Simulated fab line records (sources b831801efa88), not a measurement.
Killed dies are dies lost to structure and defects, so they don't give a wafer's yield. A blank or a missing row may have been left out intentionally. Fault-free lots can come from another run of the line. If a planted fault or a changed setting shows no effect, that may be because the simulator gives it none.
2 desks, one fault    flow sky130    each desk holds nothing but its own numbers, with what lay behind them at the end

== TOOL OWNER'S DESK, lpcvd-03 ==
The tool's own readings at SKY_SONOS_ONO_CVD_04 (deposits SiO2 from SiH4/N2O, target thk 5.7199 nm): means of the sampled wafers that have a number, for each lot that ran on this tool. Any lot whose mean is over 4 standard deviations away from the usual mean is out of limits and marked OUT; that distance is given in the brackets.
Columns: A = pressureMtorr at SKY_SONOS_ONO_CVD_04, usual 400.0 mTorr; B = spikeTcLowerC at SKY_SONOS_ONO_CVD_04, usual 899.4 C
lot   first seen here  A                        B
L803  day 11 15:54     399.8                    900.1
L804  day 11 22:04     401.6                    898.8
L805  day 12 08:55     399.9                    899.5
L806  day 12 21:21     399.5                    900.2
L807  day 13 09:49     400.1                    899.0
L809  day 13 13:11     399.7                    899.1
L812  day 14 19:29     479.4 (+99 or more) OUT  900.2
L813  day 15 01:37     478.6 (+99 or more) OUT  900.4
L822  day 18 06:22     399.4                    900.8
L823  day 18 06:22     399.5                    900.1
L824  day 18 19:20     399.6                    897.8
L826  day 19 00:29     400.5                    899.4
This desk's finding: out of limits on L812, L813; first on L812, day 14 19:29 (pressureMtorr at SKY_SONOS_ONO_CVD_04). Within limits: L803, L804, L805, L806, L807, L809, L822, L823, L824, L826.

== METROLOGY DESK ==
Means of the sampled wafers that have a number, per lot and without regard to the tool the lot ran on: this is what the gauges read. Any lot whose mean is over 4 standard deviations away from the usual mean is out of limits and marked OUT; that distance is given in the brackets.
Columns: A = SONOS_ONO_CVD_04_THK at SKY_SONOS_ONO_THK_MEAS_05, usual 5.69 nm; B = SONOS_ONO_OVL at SKY_SONOS_ONO_OVL_MEAS_14, usual 0.5 nm
lot   first seen here  A                B
L803  day 11 17:09     5.58             -1.1
L804  day 11 23:20     5.76             -0.9
L805  day 12 10:10     5.58             3.5
L806  day 12 22:37     5.77             1.4
L807  day 13 11:05     5.56             -2.7
L809  day 13 14:27     5.66             -0.2
L812  day 14 20:44     6.29 (+6.0) OUT  -0.3
L813  day 15 02:52     6.29 (+6.0) OUT  1.6
L822  day 18 07:37     5.64             1.0
L823  day 18 07:37     5.76             1.7
L824  day 18 20:35     5.65             0.0
L826  day 19 01:44     5.66             -0.8
Per this desk, out of limits: L812, L813; the first was L812, day 14 20:44 (SONOS_ONO_CVD_04_THK at SKY_SONOS_ONO_THK_MEAS_05). Within limits: L803, L804, L805, L806, L807, L809, L822, L823, L824, L826.

== BROUGHT TOGETHER ==
The tool owner's desk could have raised an alarm at day 14 19:29, on L812, L813.
The metrology desk could have raised an alarm at day 14 20:44, on L812, L813.
SKY_SONOS_ONO_CVD_04 was run on lpcvd-03 by each of the lots named.

== WHAT HAD BEEN PUT IN BY THE SIMULATOR ==
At SKY_SONOS_ONO_CVD_04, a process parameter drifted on lpcvd-03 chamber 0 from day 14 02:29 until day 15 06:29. Setting pressureMtorr shifted by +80 from 400.
Lots struck among those shown: L812, L813.
Time in hours from fault onset to the first out-of-limits reading at each desk: tool owner's desk 17, metrology desk 18.
